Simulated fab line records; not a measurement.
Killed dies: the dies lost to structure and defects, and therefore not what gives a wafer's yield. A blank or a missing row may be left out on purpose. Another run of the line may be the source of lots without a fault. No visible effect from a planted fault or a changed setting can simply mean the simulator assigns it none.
fab line records + flow gf180mcu + part 2 of 2: steps 33 to 43 of 43
record:
- lots: 5
- wafers: 15
- last_day: 33
route steps=602 shown NSD@236 PSD@248 SAB@264 SALICIDE@278
lots untouched by any fault: they come from a run of this same line in which no faults occurred
start_h: the number of hours between the record's first day and the start of the first shown wafer of the lot + wait_h: hours from the lot's prior step to this one + " the same as in the row above + L1.1+2: one row covering several wafers at once + - no value present, or no start provided + * or withheld: withheld + < > ~ a bound
route shown NAME@n: NAME is a module with steps in the file, n the number in the route of the first one + usual: average and standard deviation across the fault-free wafers + same: alike in all rows + chamber/n: place in a boat + sites: each site's reading + _std_site: the values' standard deviation + _edge_site: outer sites' mean less inner sites' + radius_mm: how far each site lies from the wafer's centre + mask NAME#n: copy n + behind: tool/chamber where the wafer was last shaped + hold: reason for holding the lot/hours on hold/outcome of the hold + device: names the non-switching transistor (n, p or np) + end of line: the route-end tests of the same wafers + a step without rows: its recipe alone + killed: dies that structure and defects cost at the first sort, which is not the same as the wafer's yield + map: a wafer's dies, x killed, . not, _ none there
set.NAME: the run value of the setting; set.NAME@STEP: its run value at that earlier step + model.NAME: the simulator's own value behind a step, which no gauge read
a table for each step, a row for each wafer; lots at some steps of the route
services: a tool's chamber out of use, with start hour (start_h, from the record's first day; less than 0 if before it), hours out, and reason
== steps ==
step: GF_SAB_COAT_04
recipe:
- resist: NOVOLAK
- spin_rpm: 3000
- resist_thk_nm: 1000
usual:
- dispense_pressure_kPa: 47.7/0.46
| lot.wafer | tool           | chamber | start_h | wait_h | dispense_pressure_kPa |
|-----------|----------------|---------|---------|--------|-----------------------|
| L078.3    | litho_track-02 | 0       | 364.95  | 0.1    | 47.4                  |
| L078.5    | "              | 0       | "       | "      | 47.3                  |
| L078.6    | "              | 0       | "       | "      | 47.3                  |
| L083.2    | litho_track-01 | 0       | 404.68  | 0.1    | 48.6                  |
| L083.5    | "              | 0       | "       | "      | 48.6                  |
| L083.6    | "              | 0       | "       | "      | 48.6                  |
| L085.1    | litho_track-03 | 0       | 425.30  | 0.1    | 47.7                  |
| L085.5    | "              | 0       | "       | "      | 47.6                  |
| L085.6    | "              | 0       | "       | "      | 47.7                  |
| L086.4    | litho_track-02 | 0       | 434.27  | 0.1    | 47.3                  |
| L086.5    | "              | 0       | "       | "      | 47.3                  |
| L086.6    | "              | 0       | "       | "      | 47.4                  |
| L091.1    | litho_track-02 | 0       | 474.29  | 0.1    | 47.3                  |
| L091.2    | "              | 0       | "       | "      | 47.4                  |
| L091.4    | "              | 0       | "       | "      | 47.3                  |
step: GF_SAB_SOFTBAKE_05
recipe:
- temp_c: 90
- time_s: 60
- resist: NOVOLAK
| lot.wafer  | tool           | chamber | start_h | wait_h |
|------------|----------------|---------|---------|--------|
| L078.3+5+6 | litho_track-02 | 0       | 365.10  | 0.1    |
| L083.2+5+6 | litho_track-01 | 0       | 404.83  | 0.1    |
| L085.1+5+6 | litho_track-03 | 0       | 425.45  | 0.1    |
| L086.4+5+6 | litho_track-02 | 0       | 434.42  | 0.1    |
| L091.1+2+4 | litho_track-02 | 0       | 474.44  | 0.1    |
step: GF_SAB_EXPOSE_06
recipe:
- mask_id: SAB
- target_cd_nm: 420
- na: 0.6
- source_shape: conventional
- sigma_outer: 0.6
- dose_mj: 140
| lot.wafer  | tool             | chamber | start_h | wait_h | mask  |
|------------|------------------|---------|---------|--------|-------|
| L078.3+5+6 | iline_stepper-01 | 0       | -       | -      | SAB#0 |
| L083.2+5+6 | iline_stepper-01 | 0       | -       | -      | SAB#0 |
| L085.1+5+6 | iline_stepper-01 | 0       | -       | -      | SAB#0 |
| L086.4+5+6 | iline_stepper-02 | 0       | -       | -      | SAB#0 |
| L091.1+2+4 | iline_stepper-02 | 0       | -       | -      | SAB#0 |
step: GF_SAB_PEB_07
recipe:
- temp_c: withheld
- time_s: *
- resist: NOVOLAK
| lot.wafer  | tool           | chamber | start_h | wait_h |
|------------|----------------|---------|---------|--------|
| L078.3+5+6 | litho_track-01 | 0       | -       | -      |
| L083.2+5+6 | litho_track-01 | 0       | -       | -      |
| L085.1+5+6 | litho_track-01 | 0       | -       | -      |
| L086.4+5+6 | litho_track-02 | 0       | -       | -      |
| L091.1+2+4 | litho_track-02 | 0       | -       | -      |
step: GF_SAB_DEVELOP_08
recipe:
- develop_time_s: 60
- dev_temp_c: 23
| lot.wafer  | tool           | chamber | start_h | wait_h |
|------------|----------------|---------|---------|--------|
| L078.3+5+6 | litho_track-01 | 0       | 376.91  | 0.1    |
| L083.2+5+6 | litho_track-01 | 0       | 415.78  | 0.1    |
| L085.1+5+6 | litho_track-01 | 0       | 437.01  | 0.1    |
| L086.4+5+6 | litho_track-02 | 0       | 446.07  | 0.1    |
| L091.1+2+4 | litho_track-02 | 0       | 486.34  | 0.1    |
step: GF_SAB_CD_MEAS_09
recipe:
- target_cd_nm: 420
usual:
- cd_nm: 420.4/2.1
| lot.wafer | tool      | chamber | start_h | wait_h | cd_nm |
|-----------|-----------|---------|---------|--------|-------|
| L078.3    | cd_sem-01 | -       | 377.05  | 0.1    | 418.5 |
| L078.5    | "         | -       | "       | "      | 419.9 |
| L078.6    | "         | -       | "       | "      | 421.0 |
| L083.2    | cd_sem-02 | -       | 415.93  | 0.1    | 422.3 |
| L083.5    | "         | -       | "       | "      | 421.7 |
| L083.6    | "         | -       | "       | "      | 421.8 |
| L085.1    | cd_sem-01 | -       | 437.16  | 0.1    | 416.8 |
| L085.5    | "         | -       | "       | "      | 416.2 |
| L085.6    | "         | -       | "       | "      | 416.6 |
| L086.4    | cd_sem-01 | -       | 446.20  | 0.1    | 423.1 |
| L086.5    | "         | -       | "       | "      | 422.7 |
| L086.6    | "         | -       | "       | "      | 421.6 |
| L091.1    | cd_sem-01 | -       | 486.49  | 0.1    | 418.8 |
| L091.2    | "         | -       | "       | "      | 421.2 |
| L091.4    | "         | -       | "       | "      | 421.3 |
step: GF_SAB_OVL_MEAS_10
usual:
- SAB_OVL: -0.6/1.2
| lot.wafer | tool       | chamber | start_h | wait_h | SAB_OVL[nm] |
|-----------|------------|---------|---------|--------|-------------|
| L078.3    | overlay-01 | -       | 377.14  | 0.1    | -1.1        |
| L078.5    | "          | -       | "       | "      | -1.4        |
| L078.6    | "          | -       | "       | "      | 0.4         |
| L083.2    | overlay-02 | -       | 416.03  | 0.1    | -0.5        |
| L083.5    | "          | -       | "       | "      | -1.6        |
| L083.6    | "          | -       | "       | "      | -0.6        |
| L085.1    | overlay-02 | -       | 437.28  | 0.1    | -1.4        |
| L085.5    | "          | -       | "       | "      | -2.3        |
| L085.6    | "          | -       | "       | "      | -0.6        |
| L086.4    | overlay-01 | -       | 446.28  | 0.1    | -0.7        |
| L086.5    | "          | -       | "       | "      | -2.2        |
| L086.6    | "          | -       | "       | "      | -0.7        |
| L091.1    | overlay-01 | -       | 486.61  | 0.1    | -0.3        |
| L091.2    | "          | -       | "       | "      | -0.1        |
| L091.4    | "          | -       | "       | "      | 0.7         |
step: GF_SAB_ETCH_11
recipe:
- chemistry: C4F8/O2/Ar
- mask_material: NOVOLAK
- target: SiO2
- target_depth_nm: 55
- source_w: 1500
- bias_w: 1200
- pressure_mtorr: 40
- c4f8_flow_sccm: withheld
- O2_flow_sccm: 6
- Ar_flow_sccm: 300
- time_s: 8.5
usual:
- bias_w: 1201/3.5
- oes_product_au: 0.998/0.009
| lot.wafer | tool        | chamber | start_h | wait_h | bias_w | oes_product_au | rf_hours_counter_h |
|-----------|-------------|---------|---------|--------|--------|----------------|--------------------|
| L078.3    | rie_diel-02 | 1       | 377.16  | 0.0    | 1192   | 1.006          | 70                 |
| L078.5    | "           | 3       | "       | "      | 1201   | 1.017          | -                  |
| L078.6    | "           | 0       | "       | "      | 1200   | 1.008          | -                  |
| L083.2    | rie_diel-01 | 2       | 416.06  | 0.0    | 1208   | 0.993          | 75                 |
| L083.5    | "           | 1       | "       | "      | 1194   | 0.991          | -                  |
| L083.6    | "           | 2       | "       | "      | 1205   | 1.001          | -                  |
| L085.1    | rie_diel-01 | 3       | 437.31  | 0.0    | 1194   | 0.993          | 62                 |
| L085.5    | "           | 2       | "       | "      | 1201   | 0.990          | -                  |
| L085.6    | "           | 3       | "       | "      | 1200   | 0.997          | -                  |
| L086.4    | rie_diel-04 | 1       | 446.30  | 0.0    | 1196   | 0.985          | 72                 |
| L086.5    | "           | 2       | "       | "      | 1197   | 1.004          | -                  |
| L086.6    | "           | 3       | "       | "      | 1201   | 1.002          | -                  |
| L091.1    | rie_diel-01 | 0       | 486.65  | 0.0    | 1204   | 0.993          | 3                  |
| L091.2    | "           | 1       | "       | "      | 1205   | 0.997          | 92                 |
| L091.4    | "           | 3       | "       | "      | 1197   | 0.997          | -                  |
step: GF_SAB_WET_ETCH_12
recipe:
- chemistry: dHF
- target_depth_nm: 22
- dry: n2_spin
- target: SiO2
- temp_c: 25
- dilution: 100:1
- time_s: 440
| lot.wafer  | tool         | chamber | start_h | wait_h |
|------------|--------------|---------|---------|--------|
| L078.3+5+6 | wet_bench-04 | 2       | 377.18  | 0.0    |
| L083.2+5+6 | wet_bench-04 | 3       | 416.08  | 0.0    |
| L085.1+5+6 | wet_bench-02 | 0       | 437.33  | 0.0    |
| L086.4+5+6 | wet_bench-02 | 2       | 446.32  | 0.0    |
| L091.1+2+4 | wet_bench-04 | 3       | 486.67  | 0.0    |
step: GF_SAB_STRIP_13
recipe:
- chemistry: O2/N2
- power_w: 1400
- pressure_mtorr: 1500
- platen_temp_c: 250
- o2_flow_sccm: 3000
- n2_flow_sccm: 300
- overash_fraction: 0.5
usual:
- drypump_motor_current_A: 5.8/0.53
- heater_power_w: 327/23
- oes_product_au: 0.710/0.0046
- strip_time_to_endpoint_s: 12.60/0.04
same:
- overash_fraction: 0.5
| lot.wafer | tool            | chamber | start_h | wait_h | drypump_motor_current_A | heater_power_w | oes_product_au | rf_hours_counter_h | strip_time_to_endpoint_s |
|-----------|-----------------|---------|---------|--------|-------------------------|----------------|----------------|--------------------|--------------------------|
| L078.3    | plasma_asher-04 | 1       | 377.36  | 0.0    | 4.7                     | 364            | 0.703          | -                  | 12.66                    |
| L078.5    | "               | 0       | "       | "      | 6.7                     | 326            | 0.710          | -                  | 12.60                    |
| L078.6    | "               | 1       | "       | "      | 4.7                     | 361            | 0.711          | -                  | 12.62                    |
| L083.2    | plasma_asher-04 | 1       | 416.21  | 0.0    | 4.7                     | 366            | 0.703          | 30                 | 12.59                    |
| L083.5    | "               | 1       | "       | "      | 4.7                     | 363            | 0.710          | -                  | 12.62                    |
| L083.6    | "               | 0       | "       | "      | 6.7                     | 324            | 0.708          | -                  | 12.59                    |
| L085.1    | plasma_asher-01 | 0       | 437.46  | 0.0    | 5.6                     | 290            | 0.708          | 65                 | 12.59                    |
| L085.5    | "               | 1       | "       | "      | 5.9                     | 310            | 0.713          | -                  | 12.58                    |
| L085.6    | "               | 0       | "       | "      | 5.6                     | 291            | 0.705          | -                  | 12.56                    |
| L086.4    | plasma_asher-01 | 0       | 446.49  | 0.0    | 5.6                     | 293            | 0.709          | -                  | 12.67                    |
| L086.5    | "               | 0       | "       | "      | 5.6                     | 296            | 0.720          | -                  | 12.69                    |
| L086.6    | "               | 1       | "       | "      | 5.8                     | 311            | 0.708          | -                  | 12.71                    |
| L091.1    | plasma_asher-04 | 1       | 486.81  | 0.0    | 4.7                     | 360            | 0.707          | 39                 | 12.58                    |
| L091.2    | "               | 0       | "       | "      | 6.7                     | 327            | 0.699          | 39                 | 12.57                    |
| L091.4    | "               | 0       | "       | "      | 6.7                     | 333            | 0.716          | -                  | 12.57                    |
step: GF_SALICIDE_CLEAN_00
recipe:
- chemistry: SC1/SC2
- mix: 1:4:20
- temp_c: 70
- time_s: 150
usual:
- bath_guard_temp_C: 70.1/0.61
| lot.wafer | tool         | chamber | start_h | wait_h | bath_guard_temp_C |
|-----------|--------------|---------|---------|--------|-------------------|
| L078.3    | wet_bench-03 | 1       | 377.43  | 0.0    | 70.8              |
| L078.5    | "            | 1       | "       | "      | 70.8              |
| L078.6    | "            | 1       | "       | "      | 70.8              |
| L083.2    | wet_bench-03 | 0       | 416.31  | 0.1    | 70.5              |
| L083.5    | "            | 0       | "       | "      | 70.9              |
| L083.6    | "            | 0       | "       | "      | 70.8              |
| L085.1    | wet_bench-01 | 1       | 437.56  | 0.1    | 69.6              |
| L085.5    | "            | 1       | "       | "      | 69.7              |
| L085.6    | "            | 1       | "       | "      | 69.7              |
| L086.4    | wet_bench-01 | 0       | 446.55  | 0.0    | 69.8              |
| L086.5    | "            | 0       | "       | "      | 70.1              |
| L086.6    | "            | 0       | "       | "      | 70.1              |
| L091.1    | wet_bench-01 | 1       | 486.91  | 0.1    | 69.4              |
| L091.2    | "            | 1       | "       | "      | 69.2              |
| L091.4    | "            | 1       | "       | "      | 69.2              |
== services ==
| tool             | chamber | start_h | hours | kind   |
|------------------|---------|---------|-------|--------|
| rie_diel-01      | 1       | 297.95  | 1.2   | repair |
| pecvd-04         | -       | 300.85  | 1.0   | repair |
| plasma_asher-02  | -       | 304.11  | 3.0   | repair |
| rie_diel-01      | 1       | 320.82  | 4.2   | repair |
| implanter-03     | -       | 326.00  | 1.8   | repair |
| wet_bench-04     | -       | 327.01  | 1.9   | pm     |
| plasma_asher-02  | -       | 328.35  | 5.4   | repair |
| rie_diel-01      | 2       | 332.85  | 2.3   | repair |
| plasma_asher-04  | -       | 341.70  | 2.8   | pm     |
| iline_stepper-02 | -       | 343.36  | 1.7   | pm     |
| iline_stepper-01 | -       | 348.12  | 4.4   | pm     |
| pecvd-04         | 2       | 348.38  | 3.6   | repair |
| iline_stepper-01 | -       | 352.56  | 1.7   | pm     |
| plasma_asher-03  | -       | 355.58  | 59.6  | repair |
| rie_diel-01      | 0       | 356.27  | 4.6   | repair |
| implanter-02     | -       | 358.96  | 4.5   | pm     |
| rie_diel-01      | 0       | 374.30  | 4.4   | repair |
| rie_diel-01      | 3       | 394.93  | 1.3   | repair |
| implanter-02     | -       | 404.47  | 4.1   | pm     |
| plasma_asher-02  | -       | 421.25  | 9.0   | pm     |
| rtp_anneal-02    | -       | 429.10  | 4.1   | pm     |
| rie_diel-01      | -       | 439.29  | 28.1  | pm     |
| wet_bench-04     | -       | 463.30  | 1.5   | repair |
| rie_diel-01      | 2       | 469.62  | 44.2  | repair |
